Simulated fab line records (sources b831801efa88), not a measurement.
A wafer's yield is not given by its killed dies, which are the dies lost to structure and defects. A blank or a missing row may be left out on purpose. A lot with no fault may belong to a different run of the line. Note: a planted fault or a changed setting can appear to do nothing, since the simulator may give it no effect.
A struck lot beside a sound one ; flow sky130 ; 15 steps out of a route of 708
Sound: these wafers, L267.1, L267.2, L267.3. Wafers L273.3, L273.4, L273.6 were the ones struck. The cause comes at the end.
For every step that has rows: the tool of each side, followed by ch and its chambers, followed by its first start. Under that, the readings that differ: sound wafers ; struck wafers ; difference of the means ; sigmas: that difference in standard deviations of wafers without a fault.
alike: readings with means less than 2 such deviations apart, plus words and numbers identical on both sides. not compared: withheld readings, readings lacking a value on some wafer, bounds such as >300 that could conceal the same value, and numbers that have no deviation in the record and whose values overlap.
The two part at a step that has a row with sigmas, a row that says differs or no value, or rows on one side only. Numbers that don't overlap but have no deviation are shown without sigmas and don't part them. A reading that every wafer of one side lacks parts them only if that side has two wafers or more.

first, 6 steps without rows for these wafers: SKY_GATE_OXIDE_HMDS_04 (prime time 60 s); SKY_GATE_OXIDE_COAT_05 (resist thk 1140 nm); SKY_GATE_OXIDE_SOFTBAKE_06 (time 60 s); SKY_GATE_OXIDE_EXPOSE_07 (exposes mask LVOM, target cd 600 nm); SKY_GATE_OXIDE_PEB_08; SKY_GATE_OXIDE_DEVELOP_09 (develop time 60 s).
SKY_GATE_OXIDE_OVL_MEAS_10:
  sound on overlay-02 at day 14 22:27; struck on overlay-01 at day 17 00:15
reading;sound;struck;difference;sigmas
GATE_OXIDE_OVL (nm);-2.4 -3.7 -2.3;4.0 1.9 1.7;+5.3;+3
then, 2 steps without rows for these wafers: SKY_GATE_OXIDE_IMPLANT_11; SKY_GATE_OXIDE_WET_ETCH_12 (etches SiO2 in dHF, target depth 16.8 nm, time 336 s).
SKY_GATE_OXIDE_STRIP_13: strips in O2/N2.
  sound on plasma_asher-04 ch 0,1, day 14 22:44; struck on plasma_asher-01 ch 0,1, day 17 00:34
  alike: drypump_motor_current_A, oes_product_au, strip_time_to_endpoint_s
  not compared: rf_hours_counter_h
SKY_GATE_OXIDE_TW_MEAS_14:
  sound on film_metro-02 at day 14 22:50; struck on film_metro-02 at day 17 00:38
  alike: GATE_OXIDE_TW
then, 1 step without rows for these wafers: SKY_GATE_OXIDE_CLEAN_15 (cleans in SC1/SC2, time 150 s).
SKY_GATE_OXIDE_OXIDATION_16: stabilise 600 s, purge 300 s, target thk 3.57 nm.
  sound on furnace-02 ch 0, day 14 23:00; struck on furnace-02 ch 0, day 17 03:38
  alike: ox_temp_c_max, spike_tc_centre_C
  not compared: model.SiO2_of_GATE_OXIDE_OXIDATION_01.thk_nm
then, 1 step without rows for these wafers: SKY_POLY_GATE_CVD_00 (deposits poly-Si, target thk 180 nm, time 720 s).
-- record jumps: 31 days separate the struck wafers' starts on either side; left off in module POLY_GATE, taken up again in module PAD_OPEN, whose first shown step is the route's number 708 --
SKY_PAD_OPEN_PROBE_99:
  sound on prober-01 at day 46 14:44; struck on prober-01 at day 48 05:31
reading;sound;struck;difference;sigmas
model.etest.pfet_01v8.r_on_ohm_um;2831 2876 2812;2748 2800 2791;-60;
model.etest.nfet_01v8.r_on_ohm_um;818.2 831.8 831.3;763.8 795 786.8;-45.2;
model.etest.nfet_01v8_lvt.drive_ua_um;587 581.2 580.4;628.1 610.8 622.6;+37.6;
model.etest.nfet_01v8_turned.drive_ua_um;511.7 518.1 517.2;564.8 540 551.5;+36.4;
model.etest.nfet_01v8_swapped.drive_ua_um;515.5 514.9 512.3;566.2 547.1 549.3;+40.0;
model.etest.nfet_01v8.drive_ua_um;511.2 515.3 510.9;565.4 539.2 551.4;+39.5;
model.etest.sram_nfet_pass.drive_ua_um;507.8 497.9 499.9;528.7 526.2 525;+24.8;
model.etest.nfet_g5v0d10v5.drive_ua_um;617.7 624.7 620.9;615.5 616.2 617.2;-4.8;
  alike: killed_at_M0_to_M3, killed_at_M4_up, killed_at_contacts, killed_at_front_end, killed_at_other, killed_dies, killed_open, killed_short

WHERE THEY PART
SKY_GATE_OXIDE_OVL_MEAS_10 only, going by this record. Later steps at which nothing parts them and some readings are alike: SKY_GATE_OXIDE_STRIP_13, SKY_GATE_OXIDE_TW_MEAS_14, SKY_GATE_OXIDE_OXIDATION_16, SKY_PAD_OPEN_PROBE_99.

WHY: whatever the simulator had introduced
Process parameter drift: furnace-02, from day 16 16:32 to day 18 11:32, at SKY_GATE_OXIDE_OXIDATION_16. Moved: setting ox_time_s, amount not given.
